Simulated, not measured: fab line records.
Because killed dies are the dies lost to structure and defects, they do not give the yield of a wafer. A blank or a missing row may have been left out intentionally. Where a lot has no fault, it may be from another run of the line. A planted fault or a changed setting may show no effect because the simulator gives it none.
A lot that was struck, set against a sound lot + flow sky130 + 38 steps out of a route of 708
Sound: wafers L584.2, L584.4, L584.5. Wafers L570.1, L570.2, L570.3 were the ones struck. The cause comes at the end.
At each step with rows: each side's tool, then ch and its chambers, then its first start. Under that, the readings that differ: sound wafers + struck wafers + difference of the means + sigmas: that difference in standard deviations of wafers without a fault.
alike: readings with means less than 2 such deviations apart, plus words and numbers identical on both sides. not compared: withheld readings, readings lacking a value on some wafer, bounds such as >300 that could conceal the same value, and numbers that have no deviation in the record and whose values overlap.
Wherever a step has rows on one side only, a row that says differs or no value, or a row with sigmas, the two part there. Numbers that don't overlap but have no deviation are shown without sigmas and don't part them. Lack of a reading on every wafer of one side parts them only where that side has two or more wafers.

first, 10 steps without rows for these wafers: SKY_LDD_HVP_HMDS_01 (prime time 60 s); SKY_LDD_HVP_COAT_02 (resist thk 300 nm); SKY_LDD_HVP_SOFTBAKE_03 (time 60 s); SKY_LDD_HVP_EXPOSE_04 (exposes mask HVPTM, target cd 700 nm); SKY_LDD_HVP_PEB_05; SKY_LDD_HVP_DEVELOP_06 (develop time 60 s); SKY_LDD_HVP_IMPLANT_08; SKY_LDD_HVP_STRIP_09 (strips in O2/N2); SKY_LDD_LDN_DEHYDRATE_00 (time 60 s); SKY_LDD_LDN_HMDS_01 (prime time 60 s).
SKY_LDD_LDN_COAT_02: resist thk 1140 nm.
  sound on litho track-02 ch 0, day 28 11:34; struck on litho track-04, day 25 04:02
  no value came back on the struck wafers for chill plate temp C (C), dispense pressure kPa (kPa); on the sound wafers chill plate temp C (C) reads 23.03 23.08 23.00
then, 4 steps without rows for these wafers: SKY_LDD_LDN_SOFTBAKE_03 (time 60 s); SKY_LDD_LDN_EXPOSE_04 (exposes mask LDNTM, target cd 700 nm); SKY_LDD_LDN_PEB_05; SKY_LDD_LDN_DEVELOP_06 (develop time 60 s).
SKY_LDD_LDN_OVL_MEAS_07:
  sound: overlay-01 at day 29 02:20; struck: overlay-02 at day 25 19:02
| reading          | sound        | struck | difference                    | sigmas |
|------------------|--------------|--------|-------------------------------|--------|
| LDD_LDN_OVL (nm) | -1.4 0.2 0.0 | - - -  | no value on the struck wafers |        |
then, 20 steps without rows for these wafers: SKY_LDD_LDN_IMPLANT_08; SKY_LDD_LDN_IMPLANT_09; SKY_LDD_LDN_IMPLANT_10; SKY_LDD_LDN_IMPLANT_11; SKY_LDD_LDN_STRIP_12 (strips in O2/N2); SKY_LDD_LDN_CLEAN_14 (cleans in SC1/SC2, time 150 s); SKY_SPACER_CVD_00 (deposits Si3N4 from DCS/NH3, target thk 43.1 nm, time 740 s); SKY_SPACER_ETCHBACK_02 (etches Si3N4 in CH3F/O2, stops on SiO2, time 46.7 s, target depth 45 nm); SKY_POLY_CUT_DEHYDRATE_00 (time 60 s); SKY_POLY_CUT_HMDS_01 (prime time 60 s); SKY_POLY_CUT_COAT_02 (resist thk 59.48 nm); SKY_POLY_CUT_COAT_03 (resist thk 450 nm); SKY_POLY_CUT_SOFTBAKE_04 (time 90 s); SKY_POLY_CUT_EXPOSE_05 (exposes mask NPCM, target cd 270 nm); SKY_POLY_CUT_PEB_06; SKY_POLY_CUT_DEVELOP_07 (develop time 60 s); SKY_POLY_CUT_ETCH_10 (etches BARC in N2/H2, stops on SiO2, time 45.9 s, target depth 60 nm); SKY_POLY_CUT_ETCH_11 (etches Si3N4 in CF4/CH2F2/Ar, stops on poly-Si, time 42.5 s, target depth 60 nm); SKY_POLY_CUT_STRIP_12 (strips in O2/N2); SKY_SD_P_DEHYDRATE_00 (time 60 s).
-- here the record skips 4 days between the struck wafers' starts before and after, leaving off in module SD_P and picking up in module RES_XHIGH (first step shown: number 341 of the route) --
SKY_RES_XHIGH_TW_MEAS_09:
  sound: film metro-04 at day 32 16:02; struck: film metro-02 at day 29 12:29
| reading      | sound          | struck         | difference | sigmas |
|--------------|----------------|----------------|------------|--------|
| RES_XHIGH_TW | 1669 1670 1675 | 1934 1922 1930 | +257       | +17    |
-- here the record skips 18 days between the struck wafers' starts before and after, leaving off in module RES_XHIGH and picking up in module PAD_OPEN (first step shown: number 708 of the route) --
SKY_PAD_OPEN_PROBE_99:
  sound: prober-02 at day 49 21:49; struck: prober-01 at day 47 17:55
| reading                                 | sound             | struck            | difference | sigmas      |
|-----------------------------------------|-------------------|-------------------|------------|-------------|
| killed at front end                     | 12 18 10          | 412 400 417       | +396       | +99 or more |
| killed dies                             | 87 79 90          | 492 492 492       | +407       | +44         |
| killed on rim                           | 15 19 19          | 96 96 96          | +78        | +20         |
| model.etest.pfet_01v8.r on ohm um       | 2900 2840 2918    | 8121 7355 7169    | +4662      |             |
| model.etest.tip_p_5v.rs ohm sq          | 2789 2822 2796    | 7522 7499 7594    | +4736      |             |
| model.etest.tip_n_5v.rs ohm sq          | 1368 1360 1381    | 974 965.8 961.7   | -403       |             |
| model.etest.pfet g5v0d10v5.r on ohm um  | 4531 4484 4595    | 4733 4740 4736    | +200       |             |
| model.etest.pfet_01v8.drive ua um       | 196.3 196.7 192.7 | 65.74 73.31 75.38 | -123.76    |             |
| model.etest.tip_p_5v.rs ohm sq range    | 91.2 45.48 102    | 178 203.3 154     | +99        |             |
| model.etest.pfet_01v8_hvt.drive ua um   | 144.3 147.4 142.3 | 42.96 48.78 51.56 | -96.90     |             |
| model.etest.sram pfet latch.drive ua um | 141.7 141 139.3   | 44.72 51.23 52.16 | -91.30     |             |
  alike: killed_at_M0_to_M3, killed_at_M4_up, killed at contacts, killed at other, killed open, killed short

== WHERE THEY PART ==
At SKY_LDD_LDN_COAT_02 first; at SKY_PAD_OPEN_PROBE_99 last (within this record only).

WHY: the cause the simulator had injected
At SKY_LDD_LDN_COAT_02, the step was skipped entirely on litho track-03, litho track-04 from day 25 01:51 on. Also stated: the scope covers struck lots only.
